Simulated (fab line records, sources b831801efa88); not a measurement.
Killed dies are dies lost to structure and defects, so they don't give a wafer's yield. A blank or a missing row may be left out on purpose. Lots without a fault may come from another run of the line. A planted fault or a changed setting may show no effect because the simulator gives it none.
Split-lot experiment | flow sfq_line | 5 lots, 23 wafers read, on a route of 325 steps

THE SPLIT
At SFQ_TRILAYER_I1_VIA_BARC_OPEN_VIA_ETCH_071 (etches BARC in O2, target depth 125 nm, time 41.7 s), the setting time_s was moved away from the recipe's 41.7 s on 7 of the 23 wafers read, by -12.5% to +14.5%. The other wafers ran this setting at the recipe's value.

The file shows no step between the split and the reading.

THE READING
KrF_of_TRILAYER_I1_VIA_LITHO_COAT_049.thk_nm (the simulator's own value, which no gauge read), in nm, at SFQ_TRILAYER_I1_VIA_ETCH_VIA_ETCH_052 (etches SiO2 in CHF3, stops on Nb, target depth 260 nm). The file gives no usual value for it. The 16 wafers here that ran the recipe average 529.8 nm, standard deviation 1.7 nm.

wafer  | tool, chamber at the split | time_s as run, s | against the recipe | KrF_of_TRILAYER_I1_VIA_LITHO_COAT_049.thk_nm, nm | against lot-mates on the recipe
L075.1 | rie_diel-01, 1             | 41.7             | recipe             | 532                                              | -
L075.2 | rie_diel-01, 0             | 44.05            | +5.6%              | 527.8                                            | -2.9
L075.3 | rie_diel-01, 3             | 41.7             | recipe             | 529.3                                            | -
L075.5 | rie_diel-01, 3             | 44.05            | +5.6%              | 526.8                                            | -3.9
L075.6 | rie_diel-01, 0             | 44.05            | +5.6%              | 526.4                                            | -4.2
L077.1 | rie_diel-01, 1             | 36.5             | -12.5%             | 534.5                                            | +7.0
L077.3 | rie_diel-01, 2             | 41.7             | recipe             | 525.9                                            | -
L077.4 | rie_diel-01, 0             | 41.7             | recipe             | 528.8                                            | -
L077.5 | rie_diel-01, 0             | 36.5             | -12.5%             | 532.7                                            | +5.2
L077.6 | rie_diel-01, 1             | 41.7             | recipe             | 527.9                                            | -
L078.1 | rie_diel-02, 0             | 41.7             | recipe             | 530.7                                            | -
L078.5 | rie_diel-02, 2             | 41.7             | recipe             | 531                                              | -
L078.6 | rie_diel-02, 1             | 41.7             | recipe             | 530.6                                            | -
L079.2 | rie_diel-01, 3             | 41.7             | recipe             | 529.5                                            | -
L079.3 | rie_diel-01, 2             | 41.7             | recipe             | 529                                              | -
L079.4 | rie_diel-01, 1             | 41.7             | recipe             | 530                                              | -
L079.5 | rie_diel-01, 0             | 41.7             | recipe             | 527.9                                            | -
L079.6 | rie_diel-01, 1             | 41.7             | recipe             | 528.9                                            | -
L080.1 | rie_diel-01, 0             | 47.73            | +14.5%             | 523.3                                            | -8.6
L080.2 | rie_diel-01, 3             | 41.7             | recipe             | 531.9                                            | -
L080.3 | rie_diel-01, 2,1           | 41.7             | recipe             | 532                                              | -
L080.4 | rie_diel-01, 2,1           | 41.7             | recipe             | 531.8                                            | -
L080.5 | rie_diel-01, 2             | 47.73            | +14.5%             | 524.1                                            | -7.8
Where a row lists several chambers, the file gives one row for several wafers and doesn't say which wafer went through which chamber.

THE FIT
A straight line over all 23 wafers: KrF_of_TRILAYER_I1_VIA_LITHO_COAT_049.thk_nm changes by -0.381 nm for each +1% of time_s; r = -0.83; the points scatter about the line by 1.6 nm.
The same after taking each lot's own level away (the mean of its wafers on the recipe; 23 wafers): -0.542 nm for each +1%; r = -0.97; scatter 0.85 nm.
On that fit, the largest move of time_s shifts the reading by 7.8 nm.
The lots' own levels span 527.53 to 531.90 nm, that is 2.6 times the standard deviation above.
So the lot-to-lot level changes the slope: the two fits differ.
Check: with one of the wafers moved furthest among these (+14.5%) left out of the fit, the line predicts -7.78 nm for it against its lot-mates. It came out at -8.6 nm against them.

OTHER SPLITS ON THESE WAFERS
These wafers also went through other splits before the reading. Each is held against what the fit with the lots' levels taken away leaves over:
other split on the same wafers              | wafers away from the commonest value | r with KrF_of_TRILAYER_I1_VIA_LITHO_COAT_049.thk_nm (lot level and that fit taken away)
SFQ_TRILAYER_M1_LITHO_PEB_042 peb_temp_c    | 10                                   | +0.00
SFQ_TRILAYER_I1_DEP_PECVD_045 time_s        | 10                                   | +0.09
SFQ_TRILAYER_I1_VIA_LITHO_COAT_054 spin_rpm | 5                                    | +0.14

THE WHOLE CHAIN: every reading that the file lists as answering this split, in the file's order
step                                       | what it does                                          | reading                                                                                       | change (the file's fit)               | r (the file's)
SFQ_TRILAYER_I1_VIA_BARC_OPEN_VIA_ETCH_071 | etches BARC in O2, target depth 125 nm, time 41.7 s   | KrF_of_TRILAYER_I1_VIA_LITHO_COAT_049.thk_nm (the simulator's own value, which no gauge read) | -0.523 nm for each +1% of the setting | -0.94
SFQ_TRILAYER_I1_VIA_ETCH_VIA_ETCH_052      | etches SiO2 in CHF3, stops on Nb, target depth 260 nm | KrF_of_TRILAYER_I1_VIA_LITHO_COAT_049.thk_nm (the simulator's own value, which no gauge read) | -0.541 nm for each +1% of the setting | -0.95

THE FILE'S OWN FIT
KrF_of_TRILAYER_I1_VIA_LITHO_COAT_049.thk_nm changes by -0.541 nm for each +1% of time_s, r = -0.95.
